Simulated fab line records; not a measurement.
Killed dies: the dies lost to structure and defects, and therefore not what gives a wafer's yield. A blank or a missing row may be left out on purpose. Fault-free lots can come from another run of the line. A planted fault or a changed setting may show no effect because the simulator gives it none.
Tool commonality check    flow gf180mcu    Sample size 12 lots and 36 wafers

== REASON FOR OPENING ==
Of 12 lots, 3 have the reading HV_LDD_2_TW flagged at GF_HV_LDD_TW_MEAS_23. Wafers without a fault read 1066, standard deviation 5.
Rule: a lot is flagged in two cases, either no wafer of it has a number, or all its wafers with numbers fall more than 4 standard deviations from that mean. All remaining lots are regarded as sound.

lot   measured      on             HV_LDD_2_TW, wafer by wafer  flag
L230  day 10 15:07  film_metro-02  1058 1063 1062               
L231  day 10 22:08  film_metro-03  1071 1067 1070               
L236  day 12 13:52  film_metro-03  1073 1066 1069               
L240  day 14 10:10  film_metro-04  2465 2474 2477               FLAGGED
L242  day 14 15:59  film_metro-04  2459 2474 2476               FLAGGED
L243  day 14 21:27  film_metro-03  2465 2450 2466               FLAGGED
L244  day 15 08:56  film_metro-02  1057 1064 1058               
L245  day 15 21:11  film_metro-03  1073 1075 1074               
L247  day 16 08:40  film_metro-02  1068 1070 1071               
L250  day 17 02:01  film_metro-03  1063 1063 1064               
L252  day 17 21:31  film_metro-02  1067 1064 1062               
L253  day 18 01:00  film_metro-03  1065 1075 1071               
On average the flagged lots read 2467, which is +1401 against the usual, or +99 or more standard deviations.

== WHICH TOOL RAN EACH LOT ==
The record holds 1 process step before the reading, out of a route of 602 steps. In each cell: the tool, then ch and the chambers that the sampled wafers went through, then the start.
lot   flag     GF_HV_LDD_COAT_02
L230           litho_track-01 ch 0, day 9 12:49
L231           litho_track-04 ch 0, day 9 18:58
L236           litho_track-02 ch 0, day 11 08:23
L240  FLAGGED  litho_track-01, day 13 02:56
L242  FLAGGED  litho_track-04, day 13 07:07
L243  FLAGGED  litho_track-04, day 13 13:27
L244           litho_track-04 ch 0, day 14 00:49
L245           litho_track-01 ch 0, day 14 11:38
L247           litho_track-01 ch 0, day 14 23:20
L250           litho_track-04 ch 0, day 15 15:53
L252           litho_track-01 ch 0, day 16 09:50
L253           litho_track-01 ch 0, day 16 14:07
What these steps do:
- GF_HV_LDD_COAT_02: resist thk 1000 nm.
- GF_HV_LDD_TW_MEAS_23

== FLAGGED AGAINST TOTAL, ONE TOOL AT A TIME (gauges that did the reading follow at the end) ==
step                  tool            lots run  flagged  share of the flagged lots  sound lots run after its first flagged lot
GF_HV_LDD_COAT_02     litho_track-01  6         1        some                       4 (L245,L247,L252,L253)
GF_HV_LDD_COAT_02     litho_track-02  1         0        none                       -
GF_HV_LDD_COAT_02     litho_track-04  5         2        some                       2 (L244,L250)
GF_HV_LDD_TW_MEAS_23  film_metro-02   4         0        none                       -
GF_HV_LDD_TW_MEAS_23  film_metro-03   6         1        some                       3 (L245,L250,L253)
GF_HV_LDD_TW_MEAS_23  film_metro-04   2         2        some                       0

== WHAT IS ALLOWED BY THE TABLE ==
No row of the table ran every flagged lot.

== WHAT THE SIMULATOR PUT IN ==
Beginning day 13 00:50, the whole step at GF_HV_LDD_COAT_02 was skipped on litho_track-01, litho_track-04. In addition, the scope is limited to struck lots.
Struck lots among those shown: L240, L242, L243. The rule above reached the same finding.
